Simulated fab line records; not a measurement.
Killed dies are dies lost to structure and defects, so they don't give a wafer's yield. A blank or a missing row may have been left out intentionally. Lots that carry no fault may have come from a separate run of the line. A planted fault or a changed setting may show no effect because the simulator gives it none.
Chamber matching / flow gf180mcu / 4 sister chambers for GF_V5_CMP_26 on cmp-01
The step polishes, stops on SiO2, t overpolish 15 s, target thk 0 nm. 8 wafers are shown with their chamber, then 7 later ones without.

## WAFERS WITH THEIR CHAMBER
wafer=L656.1; chamber=3; motor current A (A)=8.7; overpolish run s (s)=15.026
wafer=L657.2; chamber=3; motor current A (A)=8.7; overpolish run s (s)=15.005
wafer=L658.6; chamber=0; motor current A (A)=12.0; overpolish run s (s)=14.993
wafer=L659.1; chamber=2; motor current A (A)=9.3; overpolish run s (s)=14.994
wafer=L659.2; chamber=1; motor current A (A)=12.0; overpolish run s (s)=14.992
wafer=L659.3; chamber=0; motor current A (A)=11.7; overpolish run s (s)=14.999
wafer=L660.1; chamber=1; motor current A (A)=11.8; overpolish run s (s)=14.990
wafer=L660.5; chamber=2; motor current A (A)=9.4; overpolish run s (s)=15.002

## WAFERS MISSING THEIR CHAMBER
wafer=L660.6; motor current A (A)=12.1; overpolish run s (s)=15.003
wafer=L669.3; motor current A (A)=12.2; overpolish run s (s)=15.002
wafer=L669.4; motor current A (A)=8.2; overpolish run s (s)=15.006
wafer=L669.5; motor current A (A)=9.2; overpolish run s (s)=15.000
wafer=L672.3; motor current A (A)=9.1; overpolish run s (s)=15.003
wafer=L672.5; motor current A (A)=11.1; overpolish run s (s)=15.005
wafer=L672.6; motor current A (A)=8.7; overpolish run s (s)=15.011

## THE CHAMBER EACH PASSED THROUGH
wafer=L660.6; from the rows above=can't be placed: 0 or 1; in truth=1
wafer=L669.3; from the rows above=can't be placed: 1 or 0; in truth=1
wafer=L669.4; from the rows above=3; in truth=3
wafer=L669.5; from the rows above=2; in truth=2
wafer=L672.3; from the rows above=can't be placed: 2 or 3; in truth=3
wafer=L672.5; from the rows above=can't be placed: 0 or 1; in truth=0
wafer=L672.6; from the rows above=3; in truth=3
Correctly placed: 3 of 7. Unplaceable from these rows: 4, with the true chamber sitting among the candidates in 4. Placed wrongly: 0.
How it was worked out, from the rows above alone: a wafer's distance from a chamber is the root of the sum, over the readings, of the square of ((its reading less the chamber's mean) divided by the reading's scatter). If the next closest chamber is less than 2 further off than the closest, the wafer can't be placed; otherwise it belongs to the closest. A chamber's mean is the mean of its shown wafers. The scatter: the root of (the sum of the squares of (reading less its chamber's mean) over the shown wafers, divided by (wafers less chambers)).
